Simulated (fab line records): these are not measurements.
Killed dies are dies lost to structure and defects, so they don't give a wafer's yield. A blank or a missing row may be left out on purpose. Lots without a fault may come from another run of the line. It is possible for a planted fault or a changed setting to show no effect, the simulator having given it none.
Matching of chambers | flow gf180mcu | rie diel-04 running GF_CONTACT_ETCH_16: 4 sister chambers
The step etches BARC in N2/H2. 18 wafers are shown with their chamber, then 9 later ones without.

EACH WAFER AND ITS CHAMBER
wafer  | chamber | drypump motor current A (A) | oes product au (a.u.) | throttle valve pct (%)
L311.3 | 0       | 5.6                         | 0.857                 | 13.233
L311.4 | 1       | 5.8                         | 0.846                 | 13.211
L311.5 | 3       | 6.0                         | 0.850                 | 13.233
L315.2 | 2       | 6.8                         | 0.855                 | 13.234
L315.3 | 3       | 6.0                         | 0.848                 | 13.206
L315.4 | 0       | 5.5                         | 0.857                 | 13.217
L317.1 | 2       | 6.8                         | 0.850                 | 13.241
L317.3 | 3       | 6.0                         | 0.852                 | 13.211
L317.4 | 1       | 5.8                         | 0.847                 | 13.231
L316.1 | 1       | 5.8                         | 0.852                 | 13.244
L316.2 | 0       | 5.6                         | 0.850                 | 13.207
L316.3 | 3       | 6.0                         | 0.850                 | 13.227
L319.1 | 2       | 6.7                         | 0.848                 | 13.221
L319.3 | 1       | 5.8                         | 0.848                 | 13.234
L319.5 | 0       | 5.6                         | 0.862                 | 13.236
L321.3 | 1       | 5.8                         | 0.856                 | 13.233
L321.5 | 2       | 6.8                         | 0.853                 | 13.223
L321.6 | 3       | 6.0                         | 0.858                 | 13.224

SIGNATURES (averages over the wafers above)
reading                 | chamber 0 | chamber 1 | chamber 2 | chamber 3 | scatter within a chamber
drypump motor current A | 5.575     | 5.800     | 6.775     | 6.000     | 0.0327
oes product au          | 0.85650   | 0.84980   | 0.85150   | 0.85160   | 0.00405
throttle valve pct      | 13.22325  | 13.23060  | 13.22975  | 13.22020  | 0.0117
Rule: distance of a wafer from a chamber = root of the sum over the readings of ((wafer's reading minus chamber's mean) / reading's scatter) squared. The wafer belongs to the nearest chamber; if the next one is less than 2 further off, it can't be placed. The scatter: take each reading less its chamber's mean, square it, sum over the shown wafers, divide by the number of wafers less the number of chambers, and take the root.

WAFERS WITH NO CHAMBER GIVEN
wafer  | drypump motor current A (A) | oes product au (a.u.) | throttle valve pct (%)
L325.1 | 6.8                         | 0.857                 | 13.206
L325.3 | 6.0                         | 0.854                 | 13.208
L325.5 | 5.6                         | 0.850                 | 13.234
L330.1 | 5.9                         | 0.858                 | 13.219
L330.5 | 5.8                         | 0.848                 | 13.211
L330.6 | 5.6                         | 0.846                 | 13.236
L332.2 | 6.9                         | 0.855                 | 13.220
L332.5 | 5.5                         | 0.855                 | 13.239
L332.6 | 6.0                         | 0.852                 | 13.225

WHICH CHAMBER EACH WENT THROUGH
wafer  | from the rows above     | in truth
L325.1 | 2                       | 2
L325.3 | 3                       | 3
L325.5 | 0                       | 0
L330.1 | can't be placed: 3 or 1 | 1
L330.5 | 1                       | 1
L330.6 | 0                       | 0
L332.2 | 2                       | 2
L332.5 | 0                       | 0
L332.6 | 3                       | 3
Placed correctly: 8 of 9. Not placeable from these rows: 1 (in 1, the candidates include the true chamber). Number placed wrongly: 0.
